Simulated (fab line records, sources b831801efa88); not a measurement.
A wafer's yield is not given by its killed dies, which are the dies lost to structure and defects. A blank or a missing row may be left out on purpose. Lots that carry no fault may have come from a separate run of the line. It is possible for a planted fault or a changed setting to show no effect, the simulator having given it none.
Which of the tools did it?    flow sky130    13 lots with 38 wafers sampled at 4 steps, on a route of 708 steps

## WHAT THE GAUGES READ, wafer by wafer
SKY_VT_ADJUST_HVTP_OVL_MEAS_08.
lot   measured      on          VT_ADJUST_HVTP_OVL (nm)
L143  day 4 20:47   overlay-01  -1.4 -1.9 -1.3
L144  day 6 01:41   overlay-02  0.7 -0.5 1.8
L146  day 6 17:31   overlay-01  -0.8 0.3 -1.5
L147  day 6 18:50   overlay-02  -1.2 -2.8 -1.3
L148  day 7 11:38   overlay-02  0.8 -0.4 -1.0
L149  day 7 18:17   overlay-02  -0.5 2.1 -0.2
L150  day 8 01:11   overlay-01  -0.8 -0.5 -1.9
L151  day 8 06:53   overlay-01  -1.7 -0.6 -2.0
L152  day 8 14:59   overlay-01  -1.5 -1.8 -2.0
L154  day 9 02:17   overlay-02  0.6 1.0 -0.2
L156  day 9 14:08   overlay-02  -0.6 -1.7 -0.6
L158  day 10 03:26  overlay-02  0.1 1.6
L164  day 12 15:05  overlay-01  -1.8 -1.6 -1.6

SKY_LDD_HVP_OVL_MEAS_07.
lot   measured      on          LDD_HVP_OVL (nm)
L143  day 19 21:24  overlay-02  -0.9 -1.6 1.1
L144  day 21 14:56  overlay-02  -0.8 -0.2 0.2
L146  day 23 11:57  overlay-02  -2.0 -2.8 -2.5
L147  day 23 12:35  overlay-02  -0.3 -0.7 0.2
L148  day 23 20:51  overlay-02  -1.9 -0.1 -0.7
L149  day 24 06:33  overlay-01  -1.5 -0.5 -0.8
L150  day 24 21:43  overlay-02  -4.0 -3.6 -3.0
L151  day 25 10:11  overlay-02  -1.4 -1.0 -0.9
L152  day 25 18:09  overlay-02  0.2 1.6 2.2
L154  day 26 06:22  overlay-01  -0.8 -0.8 -1.7
L156  day 28 10:13  overlay-02  -4.0 -3.5 -2.4
L158  day 28 10:41  overlay-01  -0.6 -1.9
L164  day 30 08:38  overlay-01  -2.1 -0.9 -1.6

## TOOL THAT RAN EACH LOT (tool first, then ch and the chambers of the sampled wafers, then the start)
lot   SKY_FIELD_ISO_ETCH_17           SKY_NWELL_STRIP_25
L143  rieSi-01 ch 0,2,3, day 2 04:17  plasmaAsher-02 ch 0, day 4 03:42
L144  rieSi-02 ch 0,1,3, day 2 04:56  plasmaAsher-02 ch 0,1, day 5 07:02
L146  rieSi-02 ch 0,3, day 2 09:01    plasmaAsher-01 ch 0,1, day 5 21:09
L147  rieSi-01 ch 0,1,2, day 2 12:06  plasmaAsher-04 ch 0,1, day 5 22:27
L148  rieSi-02 ch 1,2,3, day 3 07:02  plasmaAsher-01 ch 0,1, day 6 15:11
L149  rieSi-01 ch 0,1,3, day 3 16:10  plasmaAsher-01 ch 0,1, day 6 22:29
L150  rieSi-02 ch 0,1,2, day 3 19:49  plasmaAsher-01 ch 0,1, day 7 04:47
L151  rieSi-01 ch 0,1,2, day 4 00:04  plasmaAsher-04 ch 0,1, day 7 10:53
L152  rieSi-02 ch 1,2, day 4 05:41    plasmaAsher-02 ch 0,1, day 7 18:20
L154  rieSi-02 ch 1,2,3, day 4 14:29  plasmaAsher-01 ch 0,1, day 8 03:45
L156  rieSi-01 ch 0,1,2, day 5 02:49  plasmaAsher-04 ch 0,1, day 8 15:14
L158  rieSi-01 ch 0,3, day 5 12:41    plasmaAsher-02 ch 0, day 9 06:11
L164  rieSi-02 ch 0,1,2, day 6 18:50  plasmaAsher-04 ch 0, day 11 12:23
- SKY_FIELD_ISO_ETCH_17: etches Si in HBr/Cl2/O2, target depth 342 nm, time 97.7 s.
- SKY_NWELL_STRIP_25: strips in O2/N2.

## AS READ BY THE TOOLS THEMSELVES (means over the sampled wafers that have a number; for cases with no such wafer, the mark the record gives instead)
SKY_FIELD_ISO_ETCH_17.
lot   tool      drypumpMotorCurrentA (A)  oesProductAu (a.u.)  runLengthS (s)  throttleValvePct (%)
L143  rieSi-01  5.6                       1.007                126.0           25.644
L144  rieSi-02  5.8                       1.000                126.4           25.659
L146  rieSi-02  5.7                       1.006                126.7           25.644
L147  rieSi-01  5.9                       0.999                126.1           25.650
L148  rieSi-02  5.7                       1.009                126.2           25.653
L149  rieSi-01  5.5                       0.992                126.1           25.657
L150  rieSi-02  5.5                       1.007                126.2           25.646
L151  rieSi-01  5.9                       1.008                126.1           25.645
L152  rieSi-02  5.7                       1.007                126.0           25.654
L154  rieSi-02  5.7                       1.004                126.0           25.650
L156  rieSi-01  5.9                       1.001                127.9           25.663
L158  rieSi-01  5.4                       1.000                128.6           25.651
L164  rieSi-02  5.5                       1.005                126.1           25.652

SKY_NWELL_STRIP_25.
lot   tool            drypumpMotorCurrentA (A)  oesProductAu (a.u.)  stripTimeToEndpointS (s)
L143  plasmaAsher-02  6.4                       0.723                36.82
L144  plasmaAsher-02  6.4                       0.725                36.84
L146  plasmaAsher-01  5.6                       0.723                36.88
L147  plasmaAsher-04  5.4                       0.720                36.78
L148  plasmaAsher-01  5.7                       0.721                36.85
L149  plasmaAsher-01  5.6                       0.724                36.90
L150  plasmaAsher-01  5.7                       0.720                36.89
L151  plasmaAsher-04  5.9                       0.722                36.95
L152  plasmaAsher-02  6.4                       0.720                37.02
L154  plasmaAsher-01  5.7                       0.726                36.82
L156  plasmaAsher-04  5.5                       0.722                36.82
L158  plasmaAsher-02  6.4                       0.721                36.81
L164  plasmaAsher-04  6.3                       0.720                36.91

## THE ANSWER, worked out from the rows above alone
Rule: usual is defined by the lots themselves. Put in order of their means at a reading, lots are off if they are a third of the lots or fewer, leave a main group of 4 or more, and stand apart from it by a gap of 3 or more times the standard deviation of the main group's means; of several such gaps the widest counts. A main group is skipped when, at the precision printed for the reading in the tables above, its means are all equal. Also off: a lot with no number at a reading for which 4 or more lots have one. All remaining lots with rows at the step are treated as sound. First the gauges in route order, then the tools' own readings, where a lot's mean is used as printed above. At the first step where some lot is off, the reading lying furthest off is the one used; lots without a number count as furthest.
Off, at SKY_FIELD_ISO_ETCH_17 on runLengthS: L156, L158. The main group has a mean of 126.2 s with a standard deviation of 0.2.
A tool fits if, at that step or a process step before it, it ran every lot that is off, and no sound lot after the first of them. One candidate fits, namely rieSi-01 at SKY_FIELD_ISO_ETCH_17. Its last sound lot is L151 (day 4 00:04), its first lot that is off L156 (day 5 02:49): a fault that began between those two fits.
The tool's own readings at SKY_FIELD_ISO_ETCH_17 bear it out: on the lots that are off they differ by more than 5 times the standard deviation of the sound lots' means. runLengthS reads 128.2 s there against 126.2 s on the sound lots.

## WHAT THE SIMULATOR HAD PUT IN
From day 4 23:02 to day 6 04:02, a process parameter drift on rieSi-01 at SKY_FIELD_ISO_ETCH_17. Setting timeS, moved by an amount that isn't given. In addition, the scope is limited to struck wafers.
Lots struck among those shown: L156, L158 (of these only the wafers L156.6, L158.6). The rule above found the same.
